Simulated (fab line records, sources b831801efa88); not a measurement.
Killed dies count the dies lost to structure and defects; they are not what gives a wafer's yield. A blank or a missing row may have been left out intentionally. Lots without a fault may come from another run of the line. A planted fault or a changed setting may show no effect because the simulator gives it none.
Tool commonality check || flow gf180mcu || Sample size 12 lots and 36 wafers

THE REASON FOR OPENING IT
Flagged at GF_POLY_GATE_CD_MEAS_10: reading cd nm, on 1 of 12 lots. Wafers without a fault read 280.2 nm, standard deviation 1.3.
Rule: flag the lot when none of its wafers has a number, or when each of its wafers that has one lies beyond 4 standard deviations from that mean. All remaining lots are regarded as sound.

{"lot": "L686", "measured": "day 9 06:26", "on": "cd sem-01", "cd nm (nm), wafer by wafer": "282.2 282.6 281.8", "flag": ""}
{"lot": "L687", "measured": "day 9 13:20", "on": "cd sem-02", "cd nm (nm), wafer by wafer": "280.0 280.2 279.0", "flag": ""}
{"lot": "L689", "measured": "day 10 05:06", "on": "cd sem-01", "cd nm (nm), wafer by wafer": "280.4 280.5 280.6", "flag": ""}
{"lot": "L690", "measured": "day 10 11:17", "on": "cd sem-02", "cd nm (nm), wafer by wafer": "281.1 282.4 281.6", "flag": ""}
{"lot": "L691", "measured": "day 10 17:32", "on": "cd sem-02", "cd nm (nm), wafer by wafer": "280.9 279.8 279.9", "flag": ""}
{"lot": "L696", "measured": "day 12 05:03", "on": "cd sem-02", "cd nm (nm), wafer by wafer": "279.2 277.5 278.7", "flag": ""}
{"lot": "L697", "measured": "day 12 10:45", "on": "cd sem-01", "cd nm (nm), wafer by wafer": "267.0 265.3 265.6", "flag": "FLAGGED"}
{"lot": "L698", "measured": "day 12 14:28", "on": "cd sem-02", "cd nm (nm), wafer by wafer": "280.1 280.2 280.2", "flag": ""}
{"lot": "L702", "measured": "day 14 01:30", "on": "cd sem-01", "cd nm (nm), wafer by wafer": "278.6 277.6 279.0", "flag": ""}
{"lot": "L707", "measured": "day 15 16:18", "on": "cd sem-01", "cd nm (nm), wafer by wafer": "280.8 281.4 281.8", "flag": ""}
{"lot": "L708", "measured": "day 15 20:02", "on": "cd sem-02", "cd nm (nm), wafer by wafer": "279.9 280.0 279.7", "flag": ""}
{"lot": "L709", "measured": "day 16 00:02", "on": "cd sem-02", "cd nm (nm), wafer by wafer": "281.2 281.9 281.2", "flag": ""}
On average the flagged lots' numbers are 266.0 nm, which is -14.2 nm against the usual, or -11 standard deviations.

LOT BY LOT: THE TOOL USED
The record holds 2 process steps before the reading, out of a route of 602 steps. Read each cell as the tool, then ch plus the chambers that the sampled wafers visited, then the start.
{"lot": "L686", "flag": "", "GF_VT_IMPLANT_STRIP_31": "plasma asher-04 ch 0,1, day 6 22:58", "GF_POLY_GATE_EXPOSE_07": "krf scanner-01 ch 0, day 8 22:24"}
{"lot": "L687", "flag": "", "GF_VT_IMPLANT_STRIP_31": "plasma asher-02 ch 0,1, day 7 03:43", "GF_POLY_GATE_EXPOSE_07": "krf scanner-01 ch 0, day 9 05:08"}
{"lot": "L689", "flag": "", "GF_VT_IMPLANT_STRIP_31": "plasma asher-01 ch 0, day 7 18:40", "GF_POLY_GATE_EXPOSE_07": "krf scanner-02 ch 0, day 9 20:47"}
{"lot": "L690", "flag": "", "GF_VT_IMPLANT_STRIP_31": "plasma asher-04 ch 1, day 8 00:58", "GF_POLY_GATE_EXPOSE_07": "krf scanner-02 ch 0, day 10 02:23"}
{"lot": "L691", "flag": "", "GF_VT_IMPLANT_STRIP_31": "plasma asher-02 ch 0,1, day 8 08:03", "GF_POLY_GATE_EXPOSE_07": "krf scanner-02 ch 0, day 10 08:31"}
{"lot": "L696", "flag": "", "GF_VT_IMPLANT_STRIP_31": "plasma asher-01 ch 0,1, day 9 15:43", "GF_POLY_GATE_EXPOSE_07": "krf scanner-01 ch 0, day 11 19:36"}
{"lot": "L697", "flag": "FLAGGED", "GF_VT_IMPLANT_STRIP_31": "plasma asher-02 ch 0,1, day 9 20:46", "GF_POLY_GATE_EXPOSE_07": "krf scanner-01 ch 0, day 12 01:10"}
{"lot": "L698", "flag": "", "GF_VT_IMPLANT_STRIP_31": "plasma asher-02 ch 0,1, day 9 23:55", "GF_POLY_GATE_EXPOSE_07": "krf scanner-01 ch 0, day 12 05:13"}
{"lot": "L702", "flag": "", "GF_VT_IMPLANT_STRIP_31": "plasma asher-02 ch 0,1, day 11 07:31", "GF_POLY_GATE_EXPOSE_07": "krf scanner-01 ch 0, day 13 15:06"}
{"lot": "L707", "flag": "", "GF_VT_IMPLANT_STRIP_31": "plasma asher-02 ch 0,1, day 12 16:01", "GF_POLY_GATE_EXPOSE_07": "krf scanner-01 ch 0, day 15 05:37"}
{"lot": "L708", "flag": "", "GF_VT_IMPLANT_STRIP_31": "plasma asher-02 ch 1, day 12 23:10", "GF_POLY_GATE_EXPOSE_07": "krf scanner-01 ch 0, day 15 09:20"}
{"lot": "L709", "flag": "", "GF_VT_IMPLANT_STRIP_31": "plasma asher-04 ch 0, day 13 01:43", "GF_POLY_GATE_EXPOSE_07": "krf scanner-02 ch 0, day 15 13:18"}
What the steps here do:
- GF_VT_IMPLANT_STRIP_31: strips in O2/N2.
- GF_POLY_GATE_EXPOSE_07: exposes mask Poly2, target cd 280 nm.
- GF_POLY_GATE_CD_MEAS_10: target cd 280 nm.

FLAGGED OVER TOTAL, TOOL BY TOOL (the gauges that took the reading come last)
{"step": "GF_VT_IMPLANT_STRIP_31", "tool": "plasma asher-01", "lots run": 2, "flagged": 0, "share of the flagged lots": "none", "sound lots run after its first flagged lot": "-"}
{"step": "GF_VT_IMPLANT_STRIP_31", "tool": "plasma asher-02", "lots run": 7, "flagged": 1, "share of the flagged lots": "all", "sound lots run after its first flagged lot": "4 (L698,L702,L707,L708)"}
{"step": "GF_VT_IMPLANT_STRIP_31", "tool": "plasma asher-04", "lots run": 3, "flagged": 0, "share of the flagged lots": "none", "sound lots run after its first flagged lot": "-"}
{"step": "GF_POLY_GATE_EXPOSE_07", "tool": "krf scanner-01", "lots run": 8, "flagged": 1, "share of the flagged lots": "all", "sound lots run after its first flagged lot": "4 (L698,L702,L707,L708)"}
{"step": "GF_POLY_GATE_EXPOSE_07", "tool": "krf scanner-02", "lots run": 4, "flagged": 0, "share of the flagged lots": "none", "sound lots run after its first flagged lot": "-"}
{"step": "GF_POLY_GATE_CD_MEAS_10", "tool": "cd sem-01", "lots run": 5, "flagged": 1, "share of the flagged lots": "all", "sound lots run after its first flagged lot": "2 (L702,L707)"}
{"step": "GF_POLY_GATE_CD_MEAS_10", "tool": "cd sem-02", "lots run": 7, "flagged": 0, "share of the flagged lots": "none", "sound lots run after its first flagged lot": "-"}

WHAT THE TABLE PERMITS
plasma asher-02 at GF_VT_IMPLANT_STRIP_31, krf scanner-01 at GF_POLY_GATE_EXPOSE_07 and cd sem-01 at GF_POLY_GATE_CD_MEAS_10: these 3 rows of the table ran every flagged lot.
- plasma asher-02 at GF_VT_IMPLANT_STRIP_31: 1 of its 7 lots flagged. Lots that were sound ran on it after the first flagged one (L698, L702, L707, L708); a persistent fault on the entire tool would not allow that.
- krf scanner-01 at GF_POLY_GATE_EXPOSE_07: 1 of its 8 lots flagged. Lots that were sound ran on it after the first flagged one (L698, L702, L707, L708); a persistent fault on the entire tool would not allow that.
- cd sem-01 at GF_POLY_GATE_CD_MEAS_10: 1 of its 5 lots flagged. Lots that were sound ran on it after the first flagged one (L702, L707); a persistent fault on the entire tool would not allow that.
Every row of the table either missed a flagged lot or ran a sound lot after the first.

WHAT WAS PUT IN BY THE SIMULATOR
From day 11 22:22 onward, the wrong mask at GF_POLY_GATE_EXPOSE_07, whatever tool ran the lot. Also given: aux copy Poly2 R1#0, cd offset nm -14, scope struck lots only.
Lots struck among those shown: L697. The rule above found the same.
